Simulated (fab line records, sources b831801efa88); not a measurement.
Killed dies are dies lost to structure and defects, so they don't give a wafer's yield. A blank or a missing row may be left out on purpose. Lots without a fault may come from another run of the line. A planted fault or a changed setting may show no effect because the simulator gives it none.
fab line records | flow gf180mcu | part 1 of 2: steps 1 to 27 of 36
record lots=5 wafers=15 last_day=34
route steps=602 shown HV_LDD@234 NSD@235 PSD@248 SAB@264
lots that met no fault: from a run of the same line without faults
start_h: hours from the record's first day to the start of the lot's first wafer shown | wait_h: hours since the lot's step before | " the same as in the row above | L1.1+2: a row that stands for several wafers | - no value, or no start given | * or withheld: withheld | < > ~ a bound
route shown NAME@n: a module of which the file shows steps, and the number in the route of the first | usual: mean/standard deviation of fault-free wafers | same: alike in all rows | chamber/n: place in a boat | sites: the reading at each site | _std_site: their standard deviation | _edge_site: outer sites' mean less inner sites' | radius_mm: how far each site lies from the wafer's centre | mask NAME#n: copy n | behind: the tool/chamber that last shaped the wafer | hold: why the lot was held/for how many hours/how that ended | device: the transistor (n, p or np) that didn't switch | end of line: the same wafers' tests at the end of the route | a step without rows: its recipe alone | killed: dies lost to structure and defects at the first sort, not the wafer's yield | map: a wafer's dies, x killed, . not, _ none there
set.NAME: the setting as run; set.NAME@STEP: as run at that earlier step | model.NAME: the simulator's own value behind a step, which no gauge read
lots at some steps of the route; a table a step, a row a wafer
services: from which hour (start_h, from the record's first day; less than 0 if before it) a tool's chamber was out of use, for how many hours, and why
## steps
# step GF_HV_LDD_ETCHBACK_58
# recipe chemistry=CH3F/O2 target=Si3N4 stop_on=SiO2 source_w=400 bias_w=80 pressure_mtorr=25 ch3f_flow_sccm=40 O2_flow_sccm=30 time_s=100 target_depth_a=900
# usual drypump_motor_current_A=5.5/0.36 oes_product_au=0.841/0.0054 throttle_valve_pct=10.561/0.0082
# columns lot.wafer tool chamber start_h wait_h drypump_motor_current_A oes_product_au rf_hours_counter_h throttle_valve_pct
L076.2 rie_diel-02 3 291.37 0.0 4.9 0.837 15 10.551
L076.4 " 2 " " 5.2 0.845 1 10.563
L076.5 " 1 " " 5.9 0.841 - 10.574
L082.1 rie_diel-04 0 341.13 0.1 5.2 0.842 12 10.567
L082.2 " 1 " " 5.7 0.837 2 10.554
L082.5 " 2 " " 5.9 0.835 - 10.545
L089.1 rie_diel-01 0 402.52 0.1 5.6 0.830 11 10.554
L089.5 " 2 " " 5.9 0.829 - 10.552
L089.6 " 3 " " 5.7 0.845 - 10.559
L094.2 rie_diel-02 2 438.86 0.0 5.2 0.851 4 10.554
L094.5 " 3 " " 4.9 0.843 - 10.553
L094.6 " 0 " " 5.8 0.848 - 10.568
L095.1 rie_diel-02 2 448.44 0.1 5.2 0.840 5 10.545
L095.2 " 0 " " 5.8 0.839 17 10.560
L095.6 " 3 " " 4.8 0.829 - 10.559
# step GF_NSD_DEHYDRATE_00
# recipe temp_c=200 time_s=60
# usual resist_line_temp_C=22.98/0.11
# columns lot.wafer tool chamber start_h wait_h resist_line_temp_C
L076.2 litho_track-03 0 301.00 9.6 22.97
L076.4 " 0 " " 22.91
L076.5 " 0 " " 23.00
L082.1 litho_track-01 0 351.55 10.4 22.79
L082.2 " 0 " " 22.88
L082.5 " 0 " " 22.95
L089.1 litho_track-02 0 412.59 10.0 23.04
L089.5 " 0 " " 23.00
L089.6 " 0 " " 23.15
L094.2 litho_track-01 0 450.98 12.1 22.69
L094.5 " 0 " " 22.75
L094.6 " 0 " " 22.89
L095.1 litho_track-02 0 459.78 11.3 22.88
L095.2 " 0 " " 22.92
L095.6 " 0 " " 22.83
# step GF_NSD_HMDS_01
# recipe prime_time_s=60 prime_temp_c=120
# usual resist_line_temp_C=23.01/0.1
# columns lot.wafer tool chamber start_h wait_h resist_line_temp_C
L076.2 litho_track-03 0 301.15 0.1 22.96
L076.4 " 0 " " 22.95
L076.5 " 0 " " 22.79
L082.1 litho_track-01 0 351.70 0.1 22.82
L082.2 " 0 " " 22.95
L082.5 " 0 " " 22.98
L089.1 litho_track-02 0 412.74 0.1 22.94
L089.5 " 0 " " 22.96
L089.6 " 0 " " 23.11
L094.2 litho_track-01 0 451.13 0.1 23.06
L094.5 " 0 " " 23.05
L094.6 " 0 " " 23.02
L095.1 litho_track-02 0 459.93 0.1 23.04
L095.2 " 0 " " 22.99
L095.6 " 0 " " 22.87
# step GF_NSD_COAT_02
# recipe resist=NOVOLAK spin_rpm=3000 resist_thk_nm=1000
# usual resist_line_temp_C=23.03/0.11 spin_speed_rpm=3000.0/1.6
# columns lot.wafer tool chamber start_h wait_h resist_line_temp_C spin_speed_rpm
L076.2 litho_track-03 0 301.30 0.1 23.00 3002.0
L076.4 " 0 " " 23.05 2999.0
L076.5 " 0 " " 22.87 2999.2
L082.1 litho_track-01 0 351.85 0.1 22.97 2998.5
L082.2 " 0 " " 23.03 2999.4
L082.5 " 0 " " 22.99 2999.7
L089.1 litho_track-02 0 412.89 0.1 23.20 2999.6
L089.5 " 0 " " 23.01 2998.9
L089.6 " 0 " " 23.04 3000.4
L094.2 litho_track-01 0 451.28 0.1 23.16 2999.5
L094.5 " 0 " " 22.95 3001.3
L094.6 " 0 " " 23.13 2999.5
L095.1 litho_track-02 0 460.08 0.1 22.90 2997.1
L095.2 " 0 " " 22.94 3000.4
L095.6 " 0 " " 23.08 2998.3
# step GF_NSD_SOFTBAKE_03
# recipe temp_c=90 time_s=60 resist=NOVOLAK
# usual resist_line_temp_C=22.98/0.098
# columns lot.wafer tool chamber start_h wait_h resist_line_temp_C
L076.2 litho_track-03 0 301.45 0.1 22.91
L076.4 " 0 " " 23.00
L076.5 " 0 " " 22.93
L082.1 litho_track-01 0 352.00 0.1 22.94
L082.2 " 0 " " 23.03
L082.5 " 0 " " 22.92
L089.1 litho_track-02 0 413.04 0.1 22.89
L089.5 " 0 " " 22.94
L089.6 " 0 " " 22.90
L094.2 litho_track-01 0 451.43 0.1 23.03
L094.5 " 0 " " 22.96
L094.6 " 0 " " 22.97
L095.1 litho_track-02 0 460.23 0.1 23.03
L095.2 " 0 " " 23.18
L095.6 " 0 " " 22.99
# step GF_NSD_EXPOSE_04
# recipe mask_id=Nplus target_cd_nm=400 na=0.6 source_shape=conventional sigma_outer=0.6 dose_mj=140
# columns lot.wafer tool chamber start_h wait_h mask
L076.2+4+5 iline_stepper-01 0 - - Nplus#0
L082.1+2+5 iline_stepper-01 0 - - Nplus#0
L089.1+5+6 iline_stepper-02 0 - - Nplus#0
L094.2+5+6 iline_stepper-02 0 - - Nplus#0
L095.1+2+6 iline_stepper-01 0 - - Nplus#0
# step GF_NSD_PEB_05
# recipe temp_c=withheld time_s=* resist=NOVOLAK
# usual resist_line_temp_C=*
# columns lot.wafer tool chamber start_h wait_h resist_line_temp_C
L076.2 litho_track-02 0 - - *
L076.4 " 0 " " *
L076.5 " 0 " " *
L082.1 litho_track-01 0 - - *
L082.2 " 0 " " *
L082.5 " 0 " " *
L089.1 litho_track-02 0 - - *
L089.5 " 0 " " *
L089.6 " 0 " " *
L094.2 litho_track-01 0 - - *
L094.5 " 0 " " *
L094.6 " 0 " " *
L095.1 litho_track-01 0 - - *
L095.2 " 0 " " *
L095.6 " 0 " " *
# step GF_NSD_DEVELOP_06
# recipe develop_time_s=60 dev_temp_c=23
# usual resist_line_temp_C=23.01/0.1
# columns lot.wafer tool chamber start_h wait_h resist_line_temp_C
L076.2 litho_track-02 0 311.41 0.1 23.11
L076.4 " 0 " " 23.02
L076.5 " 0 " " 23.02
L082.1 litho_track-01 0 363.05 0.1 23.01
L082.2 " 0 " " 22.98
L082.5 " 0 " " 22.90
L089.1 litho_track-02 0 424.98 0.1 23.17
L089.5 " 0 " " 23.06
L089.6 " 0 " " 23.17
L094.2 litho_track-01 0 463.78 0.1 22.87
L094.5 " 0 " " 23.01
L094.6 " 0 " " 22.96
L095.1 litho_track-01 0 472.75 0.1 22.80
L095.2 " 0 " " 22.95
L095.6 " 0 " " 22.90
# step GF_NSD_CD_MEAS_07
# recipe target_cd_nm=400
# usual cd_nm=400.3/2.3
# columns lot.wafer tool chamber start_h wait_h cd_nm
L076.2 cd_sem-01 - 311.56 0.1 398.5
L076.4 " - " " 398.7
L076.5 " - " " 395.9
L082.1 cd_sem-02 - 363.20 0.1 403.3
L082.2 " - " " 401.7
L082.5 " - " " 400.5
L089.1 cd_sem-02 - 425.13 0.1 402.9
L089.5 " - " " 402.6
L089.6 " - " " 401.5
L094.2 cd_sem-02 - 463.92 0.1 401.7
L094.5 " - " " 401.4
L094.6 " - " " 401.3
L095.1 cd_sem-02 - 472.90 0.1 399.5
L095.2 " - " " 398.0
L095.6 " - " " 398.5
# step GF_NSD_OVL_MEAS_08
# usual NSD_OVL=-1.3/1.3
# columns lot.wafer tool chamber start_h wait_h NSD_OVL[nm]
L076.2 overlay-01 - 311.66 0.1 -2.4
L076.4 " - " " -0.6
L076.5 " - " " -2.6
L082.1 overlay-02 - 363.32 0.1 -0.6
L082.2 " - " " -1.3
L082.5 " - " " 0.0
L089.1 overlay-02 - 425.25 0.1 -0.8
L089.5 " - " " -1.4
L089.6 " - " " -1.7
L094.2 overlay-02 - 464.03 0.1 -1.4
L094.5 " - " " -0.1
L094.6 " - " " 0.5
L095.1 overlay-01 - 473.02 0.1 -2.1
L095.2 " - " " -3.5
L095.6 " - " " -0.2
# step GF_NSD_IMPLANT_09
# recipe species=As energy_kev=60 dose_cm2=4e+15 tilt_deg=7
# columns lot.wafer tool chamber start_h wait_h
L076.2+4+5 implanter-01 0 311.72 0.0
L082.1+2+5 implanter-03 0 363.36 0.0
L089.1+5+6 implanter-03 0 425.29 0.0
L094.2+5+6 implanter-01 0 464.08 0.0
L095.1+2+6 implanter-03 0 473.06 0.0
# step GF_NSD_IMPLANT_10
# recipe species=P energy_kev=40 dose_cm2=5e+14 tilt_deg=7
# columns lot.wafer tool chamber start_h wait_h
L076.2+4+5 implanter-01 0 311.87 0.1
L082.1+2+5 implanter-03 0 363.51 0.1
L089.1+5+6 implanter-03 0 425.44 0.1
L094.2+5+6 implanter-01 0 464.23 0.1
L095.1+2+6 implanter-03 0 473.21 0.1
# step GF_NSD_STRIP_11
# recipe chemistry=O2/N2 power_w=1400 pressure_mtorr=1500 platen_temp_c=250 o2_flow_sccm=3000 n2_flow_sccm=300 overash_fraction=0.5
# usual drypump_motor_current_A=5.89/0.16 heater_power_w=316/50 n2_flow_sccm=299.9/0.9 oes_product_au=0.487/0.0044 platen_temp_c=250.00/0.15 strip_time_to_endpoint_s=22.968/0.03
# columns lot.wafer tool chamber start_h wait_h drypump_motor_current_A heater_power_w n2_flow_sccm oes_product_au platen_temp_c rf_hours_counter_h strip_time_to_endpoint_s
L076.2 plasma_asher-03 1 311.99 0.1 6.09 324 299.8 0.486 250.16 65 22.946
L076.4 " 1 " " 6.10 317 300.0 0.485 250.04 - 22.943
L076.5 " 1 " " 6.09 324 298.9 0.487 250.35 - 22.877
L082.1 plasma_asher-03 0 363.66 0.1 5.74 261 300.2 0.481 250.00 71 22.985
L082.2 " 1 " " 6.12 326 298.8 0.491 250.35 71 22.958
L082.5 " 0 " " 5.78 257 301.1 0.479 249.92 - 22.985
L089.1 plasma_asher-03 1 425.59 0.1 6.08 314 299.6 0.489 249.69 77 22.965
L089.5 " 0 " " 5.66 263 299.9 0.490 250.13 - 22.965
L089.6 " 1 " " 6.08 325 299.6 0.486 249.66 - 22.978
L094.2 plasma_asher-01 0 464.36 0.1 5.90 419 299.3 0.489 250.16 65 22.986
L094.5 " 1 " " 6.01 303 301.8 0.491 250.29 - 22.988
L094.6 " 0 " " 5.89 419 301.1 0.485 250.38 - 22.958
L095.1 plasma_asher-03 0 473.36 0.1 5.74 260 301.5 0.490 250.01 83 22.971
L095.2 " 1 " " 6.11 320 298.6 0.491 249.90 83 22.981
L095.6 " 0 " " 5.75 258 301.2 0.484 250.02 - 22.914
# step GF_NSD_TW_MEAS_12
# usual NSD_TW=4253/21
# columns lot.wafer tool chamber start_h wait_h NSD_TW
L076.2 film_metro-02 - 312.10 0.1 4224
L076.4 " - " " 4208
L076.5 " - " " 4232
L082.1 film_metro-01 - 363.76 0.1 4255
L082.2 " - " " 4260
L082.5 " - " " 4275
L089.1 film_metro-03 - 425.69 0.1 4242
L089.5 " - " " 4250
L089.6 " - " " 4255
L094.2 film_metro-01 - 464.47 0.1 4230
L094.5 " - " " 4268
L094.6 " - " " 4234
L095.1 film_metro-02 - 473.46 0.1 4286
L095.2 " - " " 4255
L095.6 " - " " 4273
# step GF_PSD_DEHYDRATE_00
# recipe temp_c=200 time_s=60
# usual resist_line_temp_C=23.02/0.11
# columns lot.wafer tool chamber start_h wait_h resist_line_temp_C
L076.2 litho_track-01 0 322.43 10.3 22.94
L076.4 " 0 " " 22.98
L076.5 " 0 " " 22.87
L082.1 litho_track-04 0 374.55 10.8 23.14
L082.2 " 0 " " 23.08
L082.5 " 0 " " 23.06
L089.1 litho_track-03 0 436.57 10.9 22.97
L089.5 " 0 " " 23.19
L089.6 " 0 " " 22.92
L094.2 litho_track-04 0 476.02 11.5 23.04
L094.5 " 0 " " 23.16
L094.6 " 0 " " 23.18
L095.1 litho_track-04 0 484.40 10.9 22.85
L095.2 " 0 " " 22.81
L095.6 " 0 " " 23.13
# step GF_PSD_HMDS_01
# recipe prime_time_s=60 prime_temp_c=120
# usual resist_line_temp_C=23.01/0.11
# columns lot.wafer tool chamber start_h wait_h resist_line_temp_C
L076.2 litho_track-01 0 322.58 0.1 22.97
L076.4 " 0 " " 22.95
L076.5 " 0 " " 23.10
L082.1 litho_track-04 0 374.70 0.1 22.90
L082.2 " 0 " " 23.06
L082.5 " 0 " " 23.11
L089.1 litho_track-03 0 436.72 0.1 23.18
L089.5 " 0 " " 23.12
L089.6 " 0 " " 23.18
L094.2 litho_track-04 0 476.17 0.1 23.15
L094.5 " 0 " " 22.91
L094.6 " 0 " " 23.07
L095.1 litho_track-04 0 484.55 0.1 22.96
L095.2 " 0 " " 23.00
L095.6 " 0 " " 22.90
# step GF_PSD_COAT_02
# recipe resist=NOVOLAK spin_rpm=3000 resist_thk_nm=1000
# usual resist_line_temp_C=22.99/0.1 spin_speed_rpm=2999.8/2.1
# columns lot.wafer tool chamber start_h wait_h resist_line_temp_C spin_speed_rpm
L076.2 litho_track-01 0 322.73 0.1 22.96 2999.4
L076.4 " 0 " " 22.90 3000.1
L076.5 " 0 " " 22.89 3000.4
L082.1 litho_track-04 0 374.85 0.1 23.00 2996.7
L082.2 " 0 " " 23.13 3000.6
L082.5 " 0 " " 23.05 2998.0
L089.1 litho_track-03 0 436.87 0.1 23.10 2999.8
L089.5 " 0 " " 23.05 2997.3
L089.6 " 0 " " 23.00 2996.4
L094.2 litho_track-04 0 476.32 0.1 23.00 2994.7
L094.5 " 0 " " 23.13 3006.0
L094.6 " 0 " " 22.95 2996.7
L095.1 litho_track-04 0 484.70 0.1 22.88 3001.9
L095.2 " 0 " " 23.04 3000.8
L095.6 " 0 " " 23.06 3004.1
# step GF_PSD_SOFTBAKE_03
# recipe temp_c=90 time_s=60 resist=NOVOLAK
# usual resist_line_temp_C=22.98/0.1
# columns lot.wafer tool chamber start_h wait_h resist_line_temp_C
L076.2 litho_track-01 0 322.88 0.1 22.96
L076.4 " 0 " " 22.98
L076.5 " 0 " " 23.04
L082.1 litho_track-04 0 375.00 0.1 22.91
L082.2 " 0 " " 22.94
L082.5 " 0 " " 22.94
L089.1 litho_track-03 0 437.02 0.1 22.94
L089.5 " 0 " " 23.13
L089.6 " 0 " " 23.04
L094.2 litho_track-04 0 476.47 0.1 22.94
L094.5 " 0 " " 22.96
L094.6 " 0 " " 23.23
L095.1 litho_track-04 0 484.85 0.1 23.06
L095.2 " 0 " " 22.84
L095.6 " 0 " " 22.89
# step GF_PSD_EXPOSE_04
# recipe mask_id=Pplus target_cd_nm=400 na=0.6 source_shape=conventional sigma_outer=0.6 dose_mj=140
# columns lot.wafer tool chamber start_h wait_h mask
L076.2+4+5 iline_stepper-01 0 - - Pplus#0
L082.1+2+5 iline_stepper-02 0 - - Pplus#0
L089.1+5+6 iline_stepper-01 0 - - Pplus#0
L094.2+5+6 iline_stepper-02 0 - - Pplus#0
L095.1+2+6 iline_stepper-01 0 - - Pplus#0
# step GF_PSD_PEB_05
# recipe temp_c=withheld time_s=* resist=NOVOLAK
# usual resist_line_temp_C=*
# columns lot.wafer tool chamber start_h wait_h resist_line_temp_C
L076.2 litho_track-03 0 - - *
L076.4 " 0 " " *
L076.5 " 0 " " *
L082.1 litho_track-01 0 - - *
L082.2 " 0 " " *
L082.5 " 0 " " *
L089.1 litho_track-01 0 - - *
L089.5 " 0 " " *
L089.6 " 0 " " *
L094.2 litho_track-01 0 - - *
L094.5 " 0 " " *
L094.6 " 0 " " *
L095.1 litho_track-03 0 - - *
L095.2 " 0 " " *
L095.6 " 0 " " *
# step GF_PSD_DEVELOP_06
# recipe develop_time_s=60 dev_temp_c=23
# usual resist_line_temp_C=23.01/0.095
# columns lot.wafer tool chamber start_h wait_h resist_line_temp_C
L076.2 litho_track-03 0 333.19 0.1 22.98
L076.4 " 0 " " 22.99
L076.5 " 0 " " 22.96
L082.1 litho_track-01 0 385.80 0.1 23.14
L082.2 " 0 " " 23.01
L082.5 " 0 " " 22.88
L089.1 litho_track-01 0 449.40 0.1 23.02
L089.5 " 0 " " 23.13
L089.6 " 0 " " 22.98
L094.2 litho_track-01 0 488.12 0.1 23.10
L094.5 " 0 " " 23.00
L094.6 " 0 " " 23.06
L095.1 litho_track-03 0 496.62 0.1 23.09
L095.2 " 0 " " 23.12
L095.6 " 0 " " 22.98
# step GF_PSD_CD_MEAS_07
# recipe target_cd_nm=400
# usual cd_nm=399.9/2.4
# columns lot.wafer tool chamber start_h wait_h cd_nm
L076.2 cd_sem-01 - 333.34 0.1 403.1
L076.4 " - " " 401.6
L076.5 " - " " 401.2
L082.1 cd_sem-01 - 385.95 0.1 398.9
L082.2 " - " " 398.0
L082.5 " - " " 399.3
L089.1 cd_sem-02 - 449.55 0.1 398.7
L089.5 " - " " 396.3
L089.6 " - " " 398.3
L094.2 cd_sem-01 - 488.27 0.1 401.9
L094.5 " - " " 401.5
L094.6 " - " " 401.8
L095.1 cd_sem-01 - 496.77 0.1 397.7
L095.2 " - " " 399.4
L095.6 " - " " 399.9
# step GF_PSD_OVL_MEAS_08
# usual PSD_OVL=-0.5/1.1
# columns lot.wafer tool chamber start_h wait_h PSD_OVL[nm]
L076.2 overlay-02 - 333.45 0.1 -0.5
L076.4 " - " " 0.2
L076.5 " - " " 0.7
L082.1 overlay-02 - 386.07 0.1 -1.2
L082.2 " - " " -1.6
L082.5 " - " " -1.4
L089.1 overlay-01 - 449.67 0.1 1.0
L089.5 " - " " -0.1
L089.6 " - " " -1.2
L094.2 overlay-02 - 488.38 0.1 -0.3
L094.5 " - " " -1.2
L094.6 " - " " 0.3
L095.1 overlay-01 - 496.89 0.1 0.7
L095.2 " - " " 0.6
L095.6 " - " " -0.7
# step GF_PSD_IMPLANT_09
# recipe species=BF2 energy_kev=39.65 dose_cm2=1.5e+15 tilt_deg=7
# columns lot.wafer tool chamber start_h wait_h
L076.2+4+5 implanter-01 0 333.50 0.0
L082.1+2+5 implanter-03 0 386.11 0.0
L089.1+5+6 implanter-03 0 449.71 0.0
L094.2+5+6 implanter-02 0 488.43 0.0
L095.1+2+6 implanter-03 0 496.92 0.0
# step GF_PSD_STRIP_10
# recipe chemistry=O2/N2 power_w=1400 pressure_mtorr=1500 platen_temp_c=250 o2_flow_sccm=3000 n2_flow_sccm=300 overash_fraction=0.5
# usual drypump_motor_current_A=5.8/0.36 heater_power_w=297/25 n2_flow_sccm=300.2/0.97 oes_product_au=0.592/0.0045 platen_temp_c=250.04/0.18 strip_time_to_endpoint_s=16.49/0.036
# columns lot.wafer tool chamber start_h wait_h drypump_motor_current_A heater_power_w n2_flow_sccm oes_product_au platen_temp_c rf_hours_counter_h strip_time_to_endpoint_s
L076.2 plasma_asher-03 1 333.63 0.1 6.1 320 301.2 0.592 249.85 67 16.48
L076.4 " 1 " " 6.1 317 300.5 0.587 250.04 - 16.50
L076.5 " 1 " " 6.1 319 299.7 0.587 249.97 - 16.49
L082.1 plasma_asher-02 1 386.26 0.1 5.6 300 300.2 0.596 249.90 27 16.49
L082.2 " 0 " " 6.0 279 300.5 0.591 250.17 27 16.44
L082.5 " 1 " " 5.6 298 299.0 0.593 249.99 - 16.43
L089.1 plasma_asher-02 1 449.86 0.1 5.6 310 301.3 0.597 249.55 34 16.49
L089.5 " 0 " " 6.0 282 300.1 0.591 250.17 - 16.53
L089.6 " 1 " " 5.6 304 299.6 0.588 250.02 - 16.47
L094.2 plasma_asher-03 0 488.56 0.1 5.8 257 299.9 0.593 250.22 84 16.50
L094.5 " 0 " " 5.8 264 298.9 0.587 250.06 - 16.48
L094.6 " 1 " " 6.1 325 301.0 0.591 249.75 - 16.48
L095.1 plasma_asher-03 0 497.07 0.1 5.7 259 300.2 0.591 249.87 86 16.52
L095.2 " 1 " " 6.1 326 301.0 0.599 250.14 86 16.50
L095.6 " 1 " " 6.1 315 301.1 0.592 249.80 - 16.49
# step GF_PSD_TW_MEAS_11
# usual PSD_TW=3179/19
# columns lot.wafer tool chamber start_h wait_h PSD_TW
L076.2 film_metro-03 - 333.74 0.1 3174
L076.4 " - " " 3176
L076.5 " - " " 3158
L082.1 film_metro-02 - 386.36 0.1 3187
L082.2 " - " " 3197
L082.5 " - " " 3197
L089.1 film_metro-03 - 449.96 0.1 3191
L089.5 " - " " 3203
L089.6 " - " " 3203
L094.2 film_metro-02 - 488.67 0.1 3177
L094.5 " - " " 3167
L094.6 " - " " 3161
L095.1 film_metro-03 - 497.17 0.1 3202
L095.2 " - " " 3177
L095.6 " - " " 3202
# step GF_PSD_CLEAN_12
# recipe chemistry=SC1/SC2 mix=1:4:20 temp_c=70 time_s=150 dry=n2_spin
# columns lot.wafer tool chamber start_h wait_h
L076.2+4+5 wet_bench-01 1 333.79 0.0
L082.1+2+5 wet_bench-04 2 386.42 0.1
L089.1+5+6 wet_bench-02 2 450.02 0.1
L094.2+5+6 wet_bench-02 0 488.72 0.0
L095.1+2+6 wet_bench-04 2 497.23 0.1
